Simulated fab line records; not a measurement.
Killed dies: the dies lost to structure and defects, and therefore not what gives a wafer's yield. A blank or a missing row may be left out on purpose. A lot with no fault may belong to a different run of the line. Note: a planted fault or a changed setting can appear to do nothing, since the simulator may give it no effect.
fab line records :: flow sky130
record:
  lots: 5
  wafers: 15
  last-day: 49
route steps=708 shown SONOS_TUNNEL@160 SONOS_ONO@168 GATE_OXIDE@187
lots with no fault: from the same line, run without faults
start-h: hours from the record's first day to the start of the lot's first wafer shown :: wait-h: hours from the lot's prior step to this one :: " same as the row above :: L1.1+2: several wafers, shown together as one row :: - no value present, or no start provided :: * or withheld: withheld :: < > ~ a bound
route shown NAME@n: a module of which the file shows steps, and the number in the route of the first :: usual: mean/standard deviation taken from wafers without a fault :: same: alike in all rows :: chamber/n: place in a boat :: sites: the reading at each site :: _std_site: their standard deviation :: _edge_site: the outer-site mean with the inner-site mean subtracted :: radius-mm: for every site, how far away it sits from the centre of the wafer :: mask NAME#n: copy n :: behind: the tool/chamber that last shaped the wafer :: hold: why the lot went on hold/how many hours it stayed there/how the hold came to an end :: device: whichever transistor did not switch (one of n, p or np) :: end of line: the route-end tests of the same wafers :: where a step has no rows: the recipe by itself :: killed: the dies lost at the first sort to structure and to defects; this is not the yield of the wafer :: map: a wafer's dies, x killed, . not, _ none there
set.NAME: the setting that was run; set.NAME@STEP: the one run at that earlier step :: model.NAME: the simulator's own value behind a step, which no gauge read
lots seen at some steps along the route; tables by step, rows by wafer
services: when a tool's chamber went out of use (start-h, in hours from the record's first day, below 0 if earlier), for how many hours, and the reason
== steps ==
step: SKY_SONOS_TUNNEL_DEVELOP_06
recipe:
  resist: NOVOLAK
  developer: TMAH
  develop-time-s: 60
  dev-temp-c: 23
step: SKY_SONOS_TUNNEL_IMPLANT_09
recipe:
  species: B
  energy-kev: 20
  dose-cm2: 1e+12
  tilt-deg: withheld
step: SKY_SONOS_TUNNEL_WET_ETCH_10
recipe:
  chemistry: dHF
  target-depth-nm: 14
  target: SiO2
  dilution: 100:1
  temp-c: 25
  time-s: 280
step: SKY_SONOS_TUNNEL_STRIP_11
recipe:
  chemistry: SPM
  time-s: 600
  temp-c: 130
step: SKY_SONOS_TUNNEL_CLEAN_13
recipe:
  chemistry: dHF
  time-s: 20
  dilution: 100:1
  dry: ipa-marangoni
step: SKY_SONOS_ONO_OXIDATION_00
recipe:
  temp-c: 800
  ambient: O2
  idle-temp-c: 700
  ramp-up-c-per-min: 10
  ramp-down-c-per-min: 3
  stabilise-s: 600
  purge-s: 300
  target-thk-a: 26
  ox-time-s: 1293
step: SKY_SONOS_ONO_CVD_02
recipe:
  material: Si3N4
  precursor: DCS/NH3
  target-thk-nm: 10.5
  temp-c: 770
  time-s: 180
  pressure-mtorr: 250
step: SKY_SONOS_ONO_CVD_04
recipe:
  material: SiO2
  precursor: SiH4/N2O
  target-thk-nm: 5.7199
  temp-c: 900
  pressure-mtorr: 400
lot.wafer: L945.1
tool: lpcvd-03
chamber: 1
start-h: 289.95
wait-h: 0.1
model.SiO2_of_SONOS_ONO_CVD_04.thk-nm: 5.934

lot.wafer: L945.2
tool: lpcvd-03
chamber: 1
start-h: 289.95
wait-h: 0.1
model.SiO2_of_SONOS_ONO_CVD_04.thk-nm: 5.938

lot.wafer: L945.3
tool: lpcvd-03
chamber: 1
start-h: 289.95
wait-h: 0.1
model.SiO2_of_SONOS_ONO_CVD_04.thk-nm: 5.905

lot.wafer: L947.1
tool: lpcvd-03
chamber: 0
start-h: 306.11
wait-h: 0.1
model.SiO2_of_SONOS_ONO_CVD_04.thk-nm: 5.646

lot.wafer: L947.2
tool: lpcvd-03
chamber: 0
start-h: 306.11
wait-h: 0.1
model.SiO2_of_SONOS_ONO_CVD_04.thk-nm: 5.684

lot.wafer: L947.6
tool: lpcvd-03
chamber: 0
start-h: 306.11
wait-h: 0.1
model.SiO2_of_SONOS_ONO_CVD_04.thk-nm: 5.612

lot.wafer: L957.2+5
tool: lpcvd-03
chamber: 0
start-h: 392.06
wait-h: 0.0
model.SiO2_of_SONOS_ONO_CVD_04.thk-nm: 10.98

lot.wafer: L957.3
tool: lpcvd-03
chamber: 0
start-h: 392.06
wait-h: 0.0
model.SiO2_of_SONOS_ONO_CVD_04.thk-nm: 10.96

lot.wafer: L958.2
tool: lpcvd-03
chamber: 0
start-h: 392.06
wait-h: 0.0
model.SiO2_of_SONOS_ONO_CVD_04.thk-nm: 10.77

lot.wafer: L958.4
tool: lpcvd-03
chamber: 0
start-h: 392.06
wait-h: 0.0
model.SiO2_of_SONOS_ONO_CVD_04.thk-nm: 10.76

lot.wafer: L958.5
tool: lpcvd-03
chamber: 0
start-h: 392.06
wait-h: 0.0
model.SiO2_of_SONOS_ONO_CVD_04.thk-nm: 10.72

lot.wafer: L959.4
tool: lpcvd-03
chamber: 0
start-h: 401.69
wait-h: 0.0
model.SiO2_of_SONOS_ONO_CVD_04.thk-nm: 10.57

lot.wafer: L959.5
tool: lpcvd-03
chamber: 0
start-h: 401.69
wait-h: 0.0
model.SiO2_of_SONOS_ONO_CVD_04.thk-nm: 10.68

lot.wafer: L959.6
tool: lpcvd-03
chamber: 0
start-h: 401.69
wait-h: 0.0
model.SiO2_of_SONOS_ONO_CVD_04.thk-nm: 10.67
step: SKY_SONOS_ONO_THK_MEAS_05
recipe:
  reads: SiO2_of_SONOS_ONO_CVD_04
usual:
  SONOS_ONO_CVD_04_THK: 5.72/0.14
lot.wafer: L945.1
tool: film-metro-04
chamber: -
start-h: 291.20
wait-h: 0.0
SONOS_ONO_CVD_04_THK[nm]: 5.87

lot.wafer: L945.2
tool: film-metro-04
chamber: -
start-h: 291.20
wait-h: 0.0
SONOS_ONO_CVD_04_THK[nm]: 5.95

lot.wafer: L945.3
tool: film-metro-04
chamber: -
start-h: 291.20
wait-h: 0.0
SONOS_ONO_CVD_04_THK[nm]: 5.87

lot.wafer: L947.1
tool: film-metro-04
chamber: -
start-h: 307.36
wait-h: 0.0
SONOS_ONO_CVD_04_THK[nm]: 5.71

lot.wafer: L947.2
tool: film-metro-04
chamber: -
start-h: 307.36
wait-h: 0.0
SONOS_ONO_CVD_04_THK[nm]: 5.76

lot.wafer: L947.6
tool: film-metro-04
chamber: -
start-h: 307.36
wait-h: 0.0
SONOS_ONO_CVD_04_THK[nm]: 5.58

lot.wafer: L957.2
tool: film-metro-01
chamber: -
start-h: 393.32
wait-h: 0.0
SONOS_ONO_CVD_04_THK[nm]: 10.99

lot.wafer: L957.3
tool: film-metro-01
chamber: -
start-h: 393.32
wait-h: 0.0
SONOS_ONO_CVD_04_THK[nm]: 11.00

lot.wafer: L957.5
tool: film-metro-01
chamber: -
start-h: 393.32
wait-h: 0.0
SONOS_ONO_CVD_04_THK[nm]: 10.98

lot.wafer: L958.2
tool: film-metro-04
chamber: -
start-h: 393.32
wait-h: 0.0
SONOS_ONO_CVD_04_THK[nm]: 10.81

lot.wafer: L958.4
tool: film-metro-04
chamber: -
start-h: 393.32
wait-h: 0.0
SONOS_ONO_CVD_04_THK[nm]: 10.78

lot.wafer: L958.5
tool: film-metro-04
chamber: -
start-h: 393.32
wait-h: 0.0
SONOS_ONO_CVD_04_THK[nm]: 10.68

lot.wafer: L959.4
tool: film-metro-01
chamber: -
start-h: 402.97
wait-h: 0.0
SONOS_ONO_CVD_04_THK[nm]: 10.57

lot.wafer: L959.5
tool: film-metro-01
chamber: -
start-h: 402.97
wait-h: 0.0
SONOS_ONO_CVD_04_THK[nm]: 10.72

lot.wafer: L959.6
tool: film-metro-01
chamber: -
start-h: 402.97
wait-h: 0.0
SONOS_ONO_CVD_04_THK[nm]: 10.73
step: SKY_SONOS_ONO_DEHYDRATE_06
recipe:
  temp-c: 200
  time-s: 60
step: SKY_SONOS_ONO_HMDS_07
recipe:
  prime-time-s: 60
  prime-temp-c: 120
step: SKY_SONOS_ONO_COAT_08
recipe:
  resist: NOVOLAK
  spin-rpm: 3000
  resist-thk-nm: 1140
step: SKY_SONOS_ONO_SOFTBAKE_09
recipe:
  temp-c: 90
  time-s: 60
  resist: NOVOLAK
step: SKY_SONOS_ONO_EXPOSE_10
recipe:
  mask-id: ONOM
  target-cd-nm: 410
  na: 0.6
  source-shape: conventional
  sigma-outer: 0.6
  dose-mj: 150
step: SKY_SONOS_ONO_PEB_11
recipe:
  temp-c: withheld
  time-s: *
  resist: NOVOLAK
step: SKY_SONOS_ONO_DEVELOP_12
recipe:
  develop-time-s: 60
  dev-temp-c: 23
step: SKY_SONOS_ONO_ETCH_15
recipe:
  target-depth-nm: 19.52
  chemistry: CHF3/O2
  source-w: 600
  bias-w: 200
  pressure-mtorr: 40
  chf3-flow-sccm: 50
  O2_flow_sccm: 5
  time-s: 7.8
step: SKY_SONOS_ONO_WET_ETCH_16
recipe:
  chemistry: dHF
  target-depth-nm: 14
  dry: n2-spin
  target: SiO2
  dilution: 100:1
  temp-c: 25
  time-s: 280
step: SKY_SONOS_ONO_STRIP_17
recipe:
  chemistry: O2/N2
  power-w: 1400
  pressure-mtorr: 1500
  platen-temp-c: withheld
  o2-flow-sccm: 3000
  n2-flow-sccm: 300
  overash-fraction: 0.5
step: SKY_SONOS_ONO_WET_ETCH_18
recipe:
  chemistry: H3PO4
  target-depth-nm: 15
  target: Si3N4
  temp-c: 160
  time-s: 172
step: SKY_GATE_OXIDE_CLEAN_00
recipe:
  chemistry: SC1/SC2
  mix: 1:4:20
  temp-c: 70
  time-s: 150
  dry: n2-spin
step: SKY_GATE_OXIDE_OXIDATION_01
recipe:
  temp-c: 900
  ambient: O2
  stabilise-s: 600
  purge-s: 300
  target-thk-a: 102.68
  ox-time-s: 1473
step: SKY_GATE_OXIDE_DEHYDRATE_03
recipe:
  temp-c: 200
  time-s: 60
step: SKY_GATE_OXIDE_HMDS_04
recipe:
  prime-time-s: 60
  prime-temp-c: 120
step: SKY_GATE_OXIDE_COAT_05
recipe:
  resist: NOVOLAK
  spin-rpm: 3000
  resist-thk-nm: 1162
step: SKY_GATE_OXIDE_SOFTBAKE_06
recipe:
  temp-c: 90
  time-s: 60
  resist: NOVOLAK
step: SKY_GATE_OXIDE_EXPOSE_07
recipe:
  mask-id: LVOM
  na: 0.6
  source-shape: conventional
  sigma-outer: 0.6
  polarization: unpolarized
  target-cd-nm: 600
  dose-mj: 170
step: SKY_GATE_OXIDE_PEB_08
recipe:
  temp-c: withheld
  time-s: *
  resist: NOVOLAK
step: SKY_GATE_OXIDE_DEVELOP_09
recipe:
  resist: NOVOLAK
  developer: TMAH
  develop-time-s: 60
  dev-temp-c: 23
step: SKY_GATE_OXIDE_IMPLANT_11
recipe:
  species: B
  energy-kev: 10
  dose-cm2: 2.6e+12
  tilt-deg: withheld
step: SKY_GATE_OXIDE_WET_ETCH_12
recipe:
  chemistry: dHF
  target-depth-nm: 16.8
  dry: n2-spin
  target: SiO2
  dilution: 100:1
  temp-c: 25
  time-s: 336
step: SKY_GATE_OXIDE_STRIP_13
recipe:
  chemistry: O2/N2
  power-w: 1400
  pressure-mtorr: 1500
  platen-temp-c: withheld
  o2-flow-sccm: 3000
  n2-flow-sccm: 300
  overash-fraction: 0.5
step: SKY_GATE_OXIDE_CLEAN_15
recipe:
  chemistry: SC1/SC2
  mix: 1:4:20
  temp-c: 70
  time-s: 150
  dry: n2-spin
usual:
  temp-c: 69.97/0.14
lot.wafer: L945.1
tool: wet-bench-03
chamber: 3
start-h: 346.88
wait-h: 0.1
temp-c: 69.94
model.SiO2_of_SONOS_ONO_CVD_04.thk-nm: 4.431

lot.wafer: L945.2
tool: wet-bench-03
chamber: 3
start-h: 346.88
wait-h: 0.1
temp-c: 69.81
model.SiO2_of_SONOS_ONO_CVD_04.thk-nm: 4.433

lot.wafer: L945.3
tool: wet-bench-03
chamber: 3
start-h: 346.88
wait-h: 0.1
temp-c: 69.86
model.SiO2_of_SONOS_ONO_CVD_04.thk-nm: 4.402

lot.wafer: L947.1
tool: wet-bench-02
chamber: 0
start-h: 363.29
wait-h: 0.1
temp-c: 69.84
model.SiO2_of_SONOS_ONO_CVD_04.thk-nm: 4.119

lot.wafer: L947.2
tool: wet-bench-02
chamber: 0
start-h: 363.29
wait-h: 0.1
temp-c: 69.83
model.SiO2_of_SONOS_ONO_CVD_04.thk-nm: 4.159

lot.wafer: L947.6
tool: wet-bench-02
chamber: 0
start-h: 363.29
wait-h: 0.1
temp-c: 69.82
model.SiO2_of_SONOS_ONO_CVD_04.thk-nm: 4.09

lot.wafer: L958.2
tool: wet-bench-02
chamber: 2
start-h: 456.54
wait-h: 0.0
temp-c: 69.97
model.SiO2_of_SONOS_ONO_CVD_04.thk-nm: 9.253

lot.wafer: L958.4
tool: wet-bench-02
chamber: 2
start-h: 456.54
wait-h: 0.0
temp-c: 70.05
model.SiO2_of_SONOS_ONO_CVD_04.thk-nm: 9.234

lot.wafer: L958.5
tool: wet-bench-02
chamber: 2
start-h: 456.54
wait-h: 0.0
temp-c: 69.79
model.SiO2_of_SONOS_ONO_CVD_04.thk-nm: 9.2

lot.wafer: L957.2
tool: wet-bench-02
chamber: 2
start-h: 457.34
wait-h: 0.0
temp-c: 70.04
model.SiO2_of_SONOS_ONO_CVD_04.thk-nm: 9.452

lot.wafer: L957.3
tool: wet-bench-02
chamber: 2
start-h: 457.34
wait-h: 0.0
temp-c: 69.94
model.SiO2_of_SONOS_ONO_CVD_04.thk-nm: 9.431

lot.wafer: L957.5
tool: wet-bench-02
chamber: 2
start-h: 457.34
wait-h: 0.0
temp-c: 69.97
model.SiO2_of_SONOS_ONO_CVD_04.thk-nm: 9.454

lot.wafer: L959.4
tool: wet-bench-04
chamber: 2
start-h: 465.79
wait-h: 0.0
temp-c: 70.03
model.SiO2_of_SONOS_ONO_CVD_04.thk-nm: 9.051

lot.wafer: L959.5
tool: wet-bench-04
chamber: 2
start-h: 465.79
wait-h: 0.0
temp-c: 70.25
model.SiO2_of_SONOS_ONO_CVD_04.thk-nm: 9.16

lot.wafer: L959.6
tool: wet-bench-04
chamber: 2
start-h: 465.79
wait-h: 0.0
temp-c: 69.87
model.SiO2_of_SONOS_ONO_CVD_04.thk-nm: 9.143
== services ==
tool: wet-bench-02
chamber: -
start-h: 295.38
hours: 6.0
kind: repair

tool: wet-bench-04
chamber: -
start-h: 311.30
hours: 4.4
kind: pm

tool: wet-bench-04
chamber: -
start-h: 346.55
hours: 2.8
kind: repair

tool: wet-bench-04
chamber: -
start-h: 356.10
hours: 1.9
kind: pm
== key ==
first-sign:
  step: SKY_SONOS_ONO_THK_MEAS_05
  reading: SONOS_ONO_CVD_04_THK
  direction: up
  sigmas: 36
  usual: 5.72
  struck: 10.81
effect none on later readings
model-effect:
  step: SKY_SONOS_ONO_CVD_04
  value: SiO2_of_SONOS_ONO_CVD_04.thk-nm
  without: 5.635
  struck: 10.79
model-effect:
  step: SKY_GATE_OXIDE_CLEAN_15
  value: SiO2_of_SONOS_ONO_CVD_04.thk-nm
  without: 4.112
  struck: 9.264
met-at SKY_SONOS_ONO_CVD_04
struck-wafers L957.2,L957.3,L957.5,L958.2,L958.4,L958.5,L959.4,L959.5,L959.6
tester-left-out L957,L958,L959
onset-between 306.11 392.06
also-fits time
fault:
  kind: process-parameter-drift
  tool: lpcvd-03
  chamber: -
  onset-h: 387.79
  steps: SKY_SONOS_ONO_CVD_04
  channel: target-thk-nm
  offset: 5.1516
  shape: step
  end-h: 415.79
  stated: 5.7199
tester-left-out: of these lots the tester's yield and bins aren't shown, on N5 and GAA mostly nor the transistor test; their killed dies are dies lost to structure and defects alone, not to doping, threshold or leakage, so they don't give the yield
